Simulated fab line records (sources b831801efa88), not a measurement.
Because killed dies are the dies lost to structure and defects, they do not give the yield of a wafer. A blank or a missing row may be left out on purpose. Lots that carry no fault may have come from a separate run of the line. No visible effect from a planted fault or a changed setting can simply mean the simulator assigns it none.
Which tool did it? | flow gf180mcu | 39 wafers from 13 lots sampled at 2 of the route's 602 steps

== WHAT THE GAUGES SHOWED, per wafer ==
GF_CONTACT_THK_MEAS_01.
lot  | measured     | on            | CONTACT_CVD_00_THK (nm)
L824 | day 16 11:34 | film_metro-03 | 296 297 297
L825 | day 16 16:51 | film_metro-04 | 300 300 302
L827 | day 17 15:31 | film_metro-03 | 306 308 303
L828 | day 17 19:35 | film_metro-04 | 294 295 295
L829 | day 18 08:07 | film_metro-02 | 296 296 296
L830 | day 18 14:25 | film_metro-03 | 295 299 295
L832 | day 19 10:10 | film_metro-04 | 299 299 302
L834 | day 20 02:58 | film_metro-03 | 305 305 157
L836 | day 20 16:11 | film_metro-02 | 305 309 155
L838 | day 21 10:44 | film_metro-04 | 293 300 303
L842 | day 23 00:19 | film_metro-04 | 306 305 304
L843 | day 23 02:40 | film_metro-03 | 301 302 298
L844 | day 23 07:46 | film_metro-02 | 299 303 301

== WHAT TOOL EACH LOT RAN ON (gives the tool, then ch and the chambers of the sampled wafers, and finally the start) ==
lot  | GF_CONTACT_CVD_00
L824 | hdpcvd-01 ch 0,1, day 16 11:31
L825 | hdpcvd-01 ch 0,2, day 16 16:49
L827 | hdpcvd-02 ch 1,2, day 17 15:28
L828 | hdpcvd-01 ch 0,1,2, day 17 19:32
L829 | hdpcvd-01 ch 1,2, day 18 08:03
L830 | hdpcvd-01 ch 0,2, day 18 14:22
L832 | hdpcvd-02 ch 0,1, day 19 10:07
L834 | hdpcvd-02 ch 0,2, day 20 02:55
L836 | hdpcvd-02 ch 0,1,2, day 20 16:08
L838 | hdpcvd-01 ch 0,1, day 21 10:41
L842 | hdpcvd-02 ch 1,2, day 23 00:16
L843 | hdpcvd-02 ch 0,1,2, day 23 02:36
L844 | hdpcvd-02 ch 0,1, day 23 07:42
- GF_CONTACT_CVD_00: deposits SiO2, target thk 300 nm, time 50 s.

== WHAT THE TOOLS THEMSELVES READ (means of the sampled wafers that have a number; where no wafer has one, the mark that the record gives instead) ==
GF_CONTACT_CVD_00.
lot  | tool      | pressure_mtorr (mTorr) | sih4_flow_sccm (sccm)
L824 | hdpcvd-01 | 5.992                  | 60.22
L825 | hdpcvd-01 | 6.003                  | 59.98
L827 | hdpcvd-02 | 5.986                  | 60.07
L828 | hdpcvd-01 | 6.010                  | 60.10
L829 | hdpcvd-01 | 5.998                  | 59.75
L830 | hdpcvd-01 | 5.998                  | 60.26
L832 | hdpcvd-02 | 5.998                  | 59.98
L834 | hdpcvd-02 | 6.012                  | 50.03
L836 | hdpcvd-02 | 6.013                  | 49.94
L838 | hdpcvd-01 | 6.004                  | 60.06
L842 | hdpcvd-02 | 6.015                  | 59.89
L843 | hdpcvd-02 | 6.000                  | 60.22
L844 | hdpcvd-02 | 6.013                  | 60.01

== THE ANSWER, worked out from the rows above alone ==
Rule: what is usual is taken from the lots themselves. The widest of any qualifying gaps counts: lots, ordered by their means at a reading, are off when they make up no more than a third of the lots, leave a main group of 4 or more, and stand apart from it by 3 or more times the standard deviation of that group's means. A main group is skipped when, at the precision printed for the reading in the tables above, its means are all equal. A lot without any number at a reading at which 4 lots or more have one is off too. All remaining lots with rows at the step are treated as sound. After the gauges, taken in route order, come the tools' own readings; for these a lot's mean is taken, as printed above. The first step at which some lot is off is used, and at that step the reading that is off furthest; a lot without a number counts as furthest.
Off: at GF_CONTACT_THK_MEAS_01 (CONTACT_CVD_00_THK), L834, L836. Main group: mean 300 nm, sd 3.4.
If a tool, at a process step before that reading, ran all the lots that are off and no sound lot after the first of them, it fits. The gauges at GF_CONTACT_THK_MEAS_01 aren't tried: what is off there is off at GF_CONTACT_CVD_00 too, on other tools, and a gauge's error can't cause that. Not one of the candidates tried fits.

== WHAT HAD BEEN PUT IN BY THE SIMULATOR ==
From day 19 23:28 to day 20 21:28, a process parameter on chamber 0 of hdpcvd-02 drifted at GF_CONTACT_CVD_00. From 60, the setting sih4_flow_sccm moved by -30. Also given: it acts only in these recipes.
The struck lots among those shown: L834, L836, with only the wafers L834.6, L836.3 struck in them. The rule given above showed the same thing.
